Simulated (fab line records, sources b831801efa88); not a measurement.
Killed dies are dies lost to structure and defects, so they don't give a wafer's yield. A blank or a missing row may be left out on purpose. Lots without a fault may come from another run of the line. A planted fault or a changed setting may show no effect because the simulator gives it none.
Chamber matching | flow sky130 | SKY_CONTACT_CMP_04 on cmp-02: 4 sister chambers
The step polishes SiO2. 20 wafers are shown with their chamber, then 10 later ones without.

WAFERS WITH THEIR CHAMBER
wafer  | chamber | motor_current_A (A) | time_to_endpoint_s (s) | retaining_ring_pressure_frac
L969.2 | 2       | 12.9                | 84                     | 1.004
L969.3 | 1       | 12.0                | 79                     | 0.998
L969.4 | 0       | 13.0                | 89                     | 1.002
L970.2 | 1       | 12.0                | 85                     | 1.016
L970.3 | 2       | 13.2                | 91                     | 1.009
L970.6 | 0       | 12.5                | 93                     | 1.002
L973.2 | 0       | 11.6                | 87                     | 0.993
L973.3 | 1       | 12.0                | 87                     | 0.996
L973.5 | 1       | 11.7                | 84                     | 0.993
L974.1 | 3       | 12.5                | 82                     | 0.999
L974.5 | 1       | 11.5                | 83                     | 0.997
L974.6 | 0       | 12.2                | 91                     | 0.998
L975.1 | 2       | 13.7                | 84                     | 1.005
L975.3 | 3       | 13.2                | 77                     | 1.002
L975.5 | 3       | 12.8                | 78                     | 0.997
L976.1 | 1       | 11.6                | 83                     | 1.011
L976.2 | 3       | 13.0                | 78                     | 1.003
L976.3 | 2       | 13.3                | 86                     | 1.011
L977.1 | 3       | 13.0                | 74                     | 0.995
L977.4 | 1       | 12.0                | 76                     | 1.000

SIGNATURES (means of the wafers above)
reading                      | chamber 0 | chamber 1 | chamber 2 | chamber 3 | scatter within a chamber
motor_current_A              | 12.325    | 11.829    | 13.275    | 12.900    | 0.347
time_to_endpoint_s           | 90.00     | 82.43     | 86.25     | 77.80     | 3.25
retaining_ring_pressure_frac | 0.99875   | 1.00157   | 1.00725   | 0.99920   | 0.00597
Rule: a wafer's distance from a chamber is the root of the sum, over the readings, of the square of ((its reading less the chamber's mean) divided by the reading's scatter). The wafer belongs to the nearest chamber; if the next one is less than 2 further off, it can't be placed. The scatter: the root of (the sum of the squares of (reading less its chamber's mean) over the shown wafers, divided by (wafers less chambers)).

WAFERS WITHOUT THEIR CHAMBER
wafer  | motor_current_A (A) | time_to_endpoint_s (s) | retaining_ring_pressure_frac
L977.6 | 13.2                | 78                     | 1.009
L979.2 | 12.5                | 79                     | 0.994
L979.3 | 11.6                | 84                     | 1.001
L979.6 | 13.5                | 81                     | 0.996
L988.2 | 12.2                | 82                     | 1.006
L988.5 | 14.3                | 88                     | 0.993
L988.6 | 11.5                | 72                     | 1.000
L989.1 | 12.1                | 84                     | 0.998
L989.2 | 12.3                | 81                     | 1.009
L989.4 | 12.6                | 76                     | 1.009

WHICH CHAMBER EACH WENT THROUGH
wafer  | from the rows above               | in truth
L977.6 | can't be placed: 3 or 2           | 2
L979.2 | can't be placed: 3 or 1           | 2
L979.3 | can't be placed: 1 or 0           | 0
L979.6 | can't be placed: 3 or 2           | 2
L988.2 | can't be placed: 1 or 3 or 0      | 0
L988.5 | can't be placed: 2 or 3 or 0      | 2
L988.6 | can't be placed: 1 or 3           | 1
L989.1 | can't be placed: 1 or 0 or 3      | 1
L989.2 | can't be placed: 1 or 3 or 2 or 0 | 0
L989.4 | can't be placed: 3 or 1 or 2      | 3
Placed correctly: 0 of 10. Can't be placed from these rows: 10 (the true chamber is among the candidates in 9). Placed wrongly: 0.
